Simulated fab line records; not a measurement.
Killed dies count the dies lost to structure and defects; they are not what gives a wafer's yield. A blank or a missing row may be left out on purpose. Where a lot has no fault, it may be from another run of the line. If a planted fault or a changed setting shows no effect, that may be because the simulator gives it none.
Matching of chambers + flow sky130 + rieDiel-04 running SKY_POLY_CUT_ETCH_10: 4 sister chambers
The step etches BARC in N2/H2, stops on SiO2, time 45.9 s, target depth 60 nm. 16 wafers are shown with their chamber, then 8 later ones without.

EACH WAFER AND ITS CHAMBER
| wafer  | chamber | drypumpMotorCurrentA (A) | rfFwdPowerW (W) | oesProductAu (a.u.) |
|--------|---------|--------------------------|-----------------|---------------------|
| L410.1 | 3       | 5.6                      | 497.4           | 0.859               |
| L410.5 | 0       | 6.2                      | 491.8           | 0.850               |
| L410.6 | 1       | 5.3                      | 491.8           | 0.855               |
| L413.1 | 1       | 5.3                      | 491.7           | 0.848               |
| L413.3 | 3       | 5.6                      | 494.4           | 0.845               |
| L413.4 | 2       | 5.6                      | 494.9           | 0.857               |
| L414.2 | 1       | 5.3                      | 493.4           | 0.841               |
| L414.3 | 3       | 5.6                      | 498.0           | 0.846               |
| L414.4 | 2       | 5.6                      | 491.5           | 0.854               |
| L421.1 | 2       | 5.7                      | 493.2           | 0.853               |
| L421.2 | 1       | 5.2                      | 494.6           | 0.852               |
| L421.4 | 0       | 6.2                      | 489.4           | 0.845               |
| L422.2 | 2       | 5.6                      | 494.3           | 0.855               |
| L422.3 | 1       | 5.2                      | 494.7           | 0.848               |
| L422.5 | 2       | 5.6                      | 494.6           | 0.861               |
| L426.3 | 1       | 5.3                      | 494.9           | 0.860               |

SIGNATURES (averages over the wafers above)
| reading              | chamber 0 | chamber 1 | chamber 2 | chamber 3 | scatter within a chamber |
|----------------------|-----------|-----------|-----------|-----------|--------------------------|
| drypumpMotorCurrentA | 6.200     | 5.267     | 5.620     | 5.600     | 0.0422                   |
| rfFwdPowerW          | 490.600   | 493.517   | 493.700   | 496.600   | 1.55                     |
| oesProductAu         | 0.84750   | 0.85067   | 0.85600   | 0.85000   | 0.0057                   |
Rule: a wafer's distance from a chamber is the root of the sum, over the readings, of the square of ((its reading less the chamber's mean) divided by the reading's scatter). The wafer belongs to the nearest chamber; if the next one is less than 2 further off, it can't be placed. How the scatter is found: for the shown wafers, subtract from each reading the mean of its chamber, square and add these, divide the total by (wafers less chambers), then take the root.

WAFERS MISSING THEIR CHAMBER
| wafer  | drypumpMotorCurrentA (A) | rfFwdPowerW (W) | oesProductAu (a.u.) |
|--------|--------------------------|-----------------|---------------------|
| L426.4 | 5.6                      | 495.2           | 0.850               |
| L426.5 | 5.7                      | 494.6           | 0.857               |
| L429.1 | 6.2                      | 492.5           | 0.864               |
| L429.2 | 5.6                      | 493.8           | 0.854               |
| L429.3 | 5.7                      | 491.9           | 0.851               |
| L430.2 | 5.6                      | 494.5           | 0.851               |
| L430.3 | 5.2                      | 493.3           | 0.846               |
| L430.4 | 5.6                      | 493.3           | 0.854               |

EACH ONE'S CHAMBER
| wafer  | from the rows above     | in truth |
|--------|-------------------------|----------|
| L426.4 | can't be placed: 3 or 2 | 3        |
| L426.5 | can't be placed: 2 or 3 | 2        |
| L429.1 | 0                       | 0        |
| L429.2 | can't be placed: 2 or 3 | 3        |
| L429.3 | can't be placed: 2 or 3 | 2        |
| L430.2 | can't be placed: 2 or 3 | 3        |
| L430.3 | 1                       | 1        |
| L430.4 | can't be placed: 2 or 3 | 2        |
Correctly placed: 2 of 8. Unplaceable from these rows: 6, with the true chamber sitting among the candidates in 6. Number placed wrongly: 0.
